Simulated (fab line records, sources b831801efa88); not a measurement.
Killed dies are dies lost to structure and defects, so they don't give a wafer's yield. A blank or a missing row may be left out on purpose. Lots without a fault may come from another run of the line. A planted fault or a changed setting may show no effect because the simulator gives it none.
A struck lot beside a sound one | flow sky130 | 18 steps out of a route of 708
Sound: wafers L637.1, L637.2, L637.5. Struck: wafers L645.3, L645.4, L645.5. The cause comes at the end.
At each step with rows: each side's tool, then ch and its chambers, then its first start. Under that, the readings that differ: sound wafers | struck wafers | difference of the means | sigmas: that difference in standard deviations of wafers without a fault.
alike: readings whose means differ by less than 2 such deviations, and words and numbers that are the same on both sides. not compared: withheld readings, readings that some wafer has no value for, bounds like >300 that may hide the same value, and numbers for which the record gives no deviation and whose values overlap.
The two part at a step that has a row with sigmas, a row that says differs or no value, or rows on one side only. Numbers that don't overlap but have no deviation are shown without sigmas and don't part them. A reading that every wafer of one side lacks parts them only if that side has two wafers or more.

first, 3 steps without rows for these wafers: SKY_VT_ADJUST_NCORE_EXPOSE_04 (exposes mask LVTN COMPLEMENT THIN, target cd 380 nm); SKY_VT_ADJUST_NCORE_PEB_05; SKY_VT_ADJUST_NCORE_DEVELOP_06 (develop time 60 s).
SKY_VT_ADJUST_NCORE_CD_MEAS_07: target cd 380 nm.
  sound on cd_sem-02, day 9 11:55; struck on cd_sem-02, day 11 17:26
  alike: cd_nm
SKY_VT_ADJUST_NCORE_OVL_MEAS_08:
  sound on overlay-01, day 9 12:02; struck on overlay-01, day 11 17:31
  alike: VT_ADJUST_NCORE_OVL
then, 1 step without rows for these wafers: SKY_VT_ADJUST_NCORE_IMPLANT_09.
SKY_VT_ADJUST_NCORE_STRIP_10: strips in O2/N2.
  sound on plasma_asher-02 ch 0,1, day 9 12:14; struck on plasma_asher-02 ch 0,1, day 11 17:44
  alike: drypump_motor_current_A, oes_product_au, strip_time_to_endpoint_s
  not compared: rf_hours_counter_h
SKY_VT_ADJUST_NCORE_TW_MEAS_11:
  sound on film_metro-02, day 9 12:20; struck on film_metro-02, day 11 17:49
  alike: VT_ADJUST_NCORE_TW
then, 4 steps without rows for these wafers: SKY_VT_ADJUST_HVTR_DEHYDRATE_00 (time 60 s); SKY_VT_ADJUST_HVTR_HMDS_01 (prime time 60 s); SKY_VT_ADJUST_HVTR_COAT_02 (resist thk 1140 nm); SKY_VT_ADJUST_HVTR_SOFTBAKE_03 (time 60 s).
SKY_VT_ADJUST_HVTR_EXPOSE_04: exposes mask HVTRM, target cd 380 nm.
  sound on iline_stepper-01 ch 0, day 9 23:19; struck on iline_stepper-02 ch 0, day 12 05:37
  reading                                | sound                   | struck         | difference | sigmas
  model.VT_ADJUST_HVTR.overlay_x_nm (nm) | -0.1999 -0.1999 -0.1999 | -154 -154 -154 | -154       |
  alike: mask
then, 2 steps without rows for these wafers: SKY_VT_ADJUST_HVTR_PEB_05; SKY_VT_ADJUST_HVTR_DEVELOP_06 (develop time 60 s).
SKY_VT_ADJUST_HVTR_CD_MEAS_07: target cd 380 nm.
  sound on cd_sem-01, day 10 10:26; struck on cd_sem-01, day 12 17:39
  alike: cd_nm
SKY_VT_ADJUST_HVTR_OVL_MEAS_08:
  sound on overlay-01, day 10 10:34; struck on overlay-02, day 12 17:56
  reading                 | sound        | struck               | difference | sigmas
  VT_ADJUST_HVTR_OVL (nm) | -0.2 0.4 1.0 | -156.6 -154.9 -156.1 | -156.3     | -99 or more
  not compared: hold
SKY_PAD_OPEN_PROBE_99:
  the record has rows for the sound wafers here (prober-02, day 47 00:12) and none for the struck ones

WHERE THEY PART
First at SKY_VT_ADJUST_HVTR_OVL_MEAS_08; last, within this record, at SKY_PAD_OPEN_PROBE_99.

WHY: what the simulator had put in
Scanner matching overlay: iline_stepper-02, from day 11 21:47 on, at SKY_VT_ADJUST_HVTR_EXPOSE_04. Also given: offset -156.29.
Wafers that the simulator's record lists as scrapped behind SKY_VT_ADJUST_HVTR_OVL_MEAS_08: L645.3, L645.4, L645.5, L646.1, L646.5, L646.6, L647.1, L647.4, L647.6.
